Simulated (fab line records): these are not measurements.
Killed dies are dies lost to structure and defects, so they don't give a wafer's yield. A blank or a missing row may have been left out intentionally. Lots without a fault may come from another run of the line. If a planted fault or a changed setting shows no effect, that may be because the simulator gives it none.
A struck lot beside a sound one + flow gf180mcu + 15 steps out of a route of 602
Sound: these wafers, L722.1, L722.2, L722.3. Struck: wafer L718.2. The cause comes at the end.
Each step with rows lists, per side, the tool, then ch with its chambers, then its first start. Under that, the readings that differ: sound wafers + struck wafers + difference of the means + sigmas: that difference in standard deviations of wafers without a fault.
alike: same words and numbers on both sides, and readings whose means sit less than 2 such deviations apart. not compared: any withheld reading, any reading some wafer has no value for, any bound like >300 that may hide the same value, and any number with overlapping values for which the record gives no deviation.
A row with sigmas, a row that says differs or no value, or rows on one side alone: a step with any of these is where the two part. Numbers that have no deviation but don't overlap get no sigmas and don't part them. A reading that every wafer of one side lacks parts them only if that side has two wafers or more.

GF_MIM_STRIP_20: strips in O2/N2.
  sound on plasma_asher-04 ch 0,1, day 30 22:17; struck on plasma_asher-04 ch 1, day 29 19:53
| reading                      | sound             | struck | difference | sigmas |
|------------------------------|-------------------|--------|------------|--------|
| strip_time_to_endpoint_s (s) | 11.23 11.25 11.23 | 11.14  | -0.10      | -2     |
  alike: drypump_motor_current_A, heater_power_w, o2_flow_sccm, oes_product_au
  not compared: rf_hours_counter_h
then, 9 steps without rows for these wafers: GF_MIM_STRIP_21 (strips in post etch residue remover, time 1200 s); GF_MIM_CLEAN_22 (cleans in DIW); GF_M5_DEHYDRATE_00 (time 60 s); GF_M5_HMDS_01 (prime time 60 s); GF_M5_COAT_02 (resist thk 1000 nm); GF_M5_SOFTBAKE_03 (time 60 s); GF_M5_EXPOSE_04 (exposes mask Metal5, target cd 280 nm); GF_M5_PEB_05 (peb time 90 s); GF_M5_DEVELOP_06 (develop time 60 s).
GF_M5_CD_MEAS_07: target cd 280 nm.
  sound on cd_sem-01 at day 31 15:50; struck on cd_sem-01 at day 30 14:41
  alike: cd_nm
GF_M5_OVL_MEAS_08:
  sound on overlay-01 at day 31 15:57; struck on overlay-02 at day 30 14:47
  alike: M5_OVL
GF_M5_ETCH_09: etches Si3N4 in CF4/O2, target depth 52 nm, time 11.6 s.
  sound on rie_diel-01 ch 0,1,2, day 31 15:59; struck on rie_diel-03 ch 1, day 30 14:49
| reading                             | sound             | struck | difference | sigmas |
|-------------------------------------|-------------------|--------|------------|--------|
| oes_product_au (a.u.)               | 1.000 0.988 1.004 | 1.073  | +0.076     | +8     |
| rf_fwd_power_W (W)                  | 788 794 790       | 912    | +121       | +27    |
| throttle_valve_pct (%)              | 5.968 5.973 5.983 | 6.002  | +0.027     | +3     |
| model.etch.depth_nm (nm)            | 52.58 51.23 52.62 | 58.58  | +6.44      |        |
| model.KrF_of_M5_COAT_02.thk_nm (nm) | 954.1 958.8 953.2 | 946.5  | -8.9       |        |
  alike: drypump_motor_current_A
  not compared: rf_hours_counter_h
GF_M5_METAL_ETCH_10: etches the open film in Cl2/BCl3, stops on SiO2, target depth 750.8 nm, time 125.1 s.
  sound on rie_metal-04 ch 0,1, day 31 16:01; struck on rie_metal-01 ch 1, day 30 14:50
  alike: drypump_motor_current_A, mfc_cl2_sccm, oes_product_au, rf_fwd_power_W, throttle_valve_pct
  not compared: rf_hours_counter_h
GF_PASSIVATION_PROBE_99:
  rows exist in the record for the sound wafers here (prober-02, day 33 22:10), none for the struck ones

WHERE THEY PART
At GF_MIM_STRIP_20 first; at GF_PASSIVATION_PROBE_99 last (within this record only).

WHY: whatever the simulator had introduced
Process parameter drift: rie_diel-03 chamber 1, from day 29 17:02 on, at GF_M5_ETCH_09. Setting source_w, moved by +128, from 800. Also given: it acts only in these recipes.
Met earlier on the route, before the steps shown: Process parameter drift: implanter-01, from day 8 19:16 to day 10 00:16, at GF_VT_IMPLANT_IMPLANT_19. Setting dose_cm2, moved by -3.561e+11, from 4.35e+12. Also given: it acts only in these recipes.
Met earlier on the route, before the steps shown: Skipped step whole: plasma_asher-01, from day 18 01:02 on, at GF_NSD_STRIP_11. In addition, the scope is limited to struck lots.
